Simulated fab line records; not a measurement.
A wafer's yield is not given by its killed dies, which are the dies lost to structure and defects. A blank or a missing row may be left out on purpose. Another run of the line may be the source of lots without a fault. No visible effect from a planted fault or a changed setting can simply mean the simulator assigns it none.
One fault through the eyes of 2 desks | flow gf180mcu | each desk has only its own numbers; what lay behind them comes last

## FOR THE TOOL OWNER'S DESK: plasma-asher-03
The tool's own readings at GF_V4_STRIP_18 (strips in O2/N2): means of the sampled wafers that have a number, for each lot that ran on this tool. The brackets show how far a lot's mean lies from the usual mean; more than 4 standard deviations puts the lot out of limits, marked OUT.
Columns: A = chamber-pressure-mTorr at GF_V4_STRIP_18, usual 1499.9 mTorr; B = drypump-motor-current-A at GF_V4_STRIP_18, usual 6.1 A; C = heater-power-w at GF_V4_STRIP_18, usual 342 W; D = oes-product-au at GF_V4_STRIP_18, usual 0.592 a.u.
lot  | first seen here | A      | B   | C   | D
L229 | day 24 15:55    | 1499.8 | 6.3 | 337 | 0.590
L233 | day 26 09:46    | 1499.3 | 6.2 | 332 | 0.594
L248 | day 30 17:44    | 1500.7 | 6.3 | 334 | 0.591
L251 | day 31 21:50    | 1499.5 | 6.2 | 331 | 0.592
Result from this desk: across the 4 lots, nothing is out of limits.

## METROLOGY DESK
What the gauges read for every lot (on any tool): the sampled wafers with a number, averaged. The brackets show how far a lot's mean lies from the usual mean; more than 4 standard deviations puts the lot out of limits, marked OUT.
Columns: A = M4_OVL at GF_M4_OVL_MEAS_15, usual 1 nm; B = cd-nm at GF_V4_CD_MEAS_14, usual 260.2 nm
lot  | first seen here | A  | B
L229 | day 23 15:31    | -2 | 259.9
L231 | day 24 19:55    | 11 | 260.0
L233 | day 25 09:52    | 2  | 259.7
L234 | day 25 13:44    | 3  | 260.5
L240 | day 27 16:19    | 5  | 260.5
L243 | day 28 11:25    | 3  | 259.5
L244 | day 28 22:13    | 13 | 259.6
L245 | day 29 02:16    | 1  | 259.9
L246 | day 29 10:07    | -5 | 257.0
L248 | day 29 21:28    | -4 | 261.5
L249 | day 30 07:55    | -1 | 260.4
L250 | day 30 13:32    | -7 | 261.4
L251 | day 31 01:25    | 2  | 262.2
Result from this desk: across the 13 lots, nothing is out of limits.

## TAKEN TOGETHER
The tool owner's desk saw nothing out of limits.
From the metrology desk's view, nothing was out of limits.

## WHAT THE SIMULATOR HAD PUT IN
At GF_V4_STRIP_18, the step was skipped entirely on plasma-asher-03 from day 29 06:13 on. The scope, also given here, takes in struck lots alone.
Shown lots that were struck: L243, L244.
